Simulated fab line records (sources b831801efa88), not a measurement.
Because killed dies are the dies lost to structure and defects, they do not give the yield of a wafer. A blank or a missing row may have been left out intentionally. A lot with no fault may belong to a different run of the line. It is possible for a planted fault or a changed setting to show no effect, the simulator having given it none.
Problem report, 8D (eight disciplines) form, completed by code || flow gf180mcu || the parts of the form that need people (team, actions taken, sign-off) are left out

== 1. WHAT IS WRONG ==
At GF_VT_IMPLANT_SOFTBAKE_14, heater power total W averages 60.03 W over 6 wafers from 2 lots, while fault-free wafers read 56.60 W, standard deviation 0.047. That puts it +73 standard deviations away from the usual mean.
The step: time 60 s.
The first sign was on wafer L649.2 at day 9 14:07, on litho track-01. Wafers with a number at this step in the record: 42, from 14 lots. Rule for "out" (also "out of limits"): further than 4 standard deviations from the usual mean. All remaining wafers that have a number are taken as sound.

== 2. WHAT IT IS, WHAT IT ISN'T ==
{"question": "which readings at this step", "is": "heater power total W, run length s", "is not": "-"}
{"question": "which lots", "is": "L649, L650", "is not": "L635, L636, L638, L639, L641, L643, L644, L645, L646, L655, L656, L657"}
{"question": "which wafers of those lots", "is": "all that have a number", "is not": "-"}
{"question": "read on which tools", "is": "litho track-01", "is not": "litho track-02, litho track-03"}
{"question": "when", "is": "from day 9 14:07", "is not": "up to then (27 sound wafers); but 9 sound wafers of L655, L656, L657 came after"}

== 3. SUSPECTS, AND WHAT RULES EACH OUT ==
Counting: a tool at any process step up to the reading remains a suspect when it ran all the lots that are out and ran no sound lot after the first of those.
- litho track-01 at GF_VT_IMPLANT_SOFTBAKE_14 (time 60 s): kept. Every lot that is out went through it, starting with L649 (day 9 14:07), and after that it ran no sound lot; the last sound lot it ran before then is L646 (day 8 18:29). Its own readings are out on those wafers: heater power total W, run length s.
Remaining after the count: litho track-01 at GF_VT_IMPLANT_SOFTBAKE_14.

== 4. THE CAUSE (what the simulator had put in) ==
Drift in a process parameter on litho track-01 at GF_VT_IMPLANT_SOFTBAKE_14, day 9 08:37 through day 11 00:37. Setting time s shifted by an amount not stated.
This tool alone remained once counting was done.

== 5. SEQUENCE OF EFFECTS, ordered by route ==
Each row: a reading whose mean over the struck wafers that have a number lies more than 3 standard deviations from the usual. Scope: only readings with a usual standard deviation given in the record; hours: median across lots of the time from each lot's start at the first step in this table that gives one to its start at this step; sigmas: change in usual standard deviations.
{"hours": 0, "step": "GF_VT_IMPLANT_SOFTBAKE_14", "reading": "heater power total W", "usual": "56.60 W", "on struck wafers": 60.03, "change": "+3.43", "sigmas": "+73"}
{"hours": 0, "step": "GF_VT_IMPLANT_SOFTBAKE_14", "reading": "run length s", "usual": "89.17 s", "on struck wafers": 78.70, "change": -10.47, "sigmas": -39}
Here are the process steps it includes:
- GF_VT_IMPLANT_SOFTBAKE_14: time 60 s.
Later measuring or inspecting steps at which every struck wafer that the step has a row for has a number for every such reading, and none has moved that far: GF_HV_LDD_OVL_MEAS_47, GF_HV_LDD_TW_MEAS_50.

== 6. WHAT WOULD HAVE CAUGHT IT SOONER ==
In this record no reading fell out of limits until day 9 14:07, 6 hours after the fault had begun at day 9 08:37.
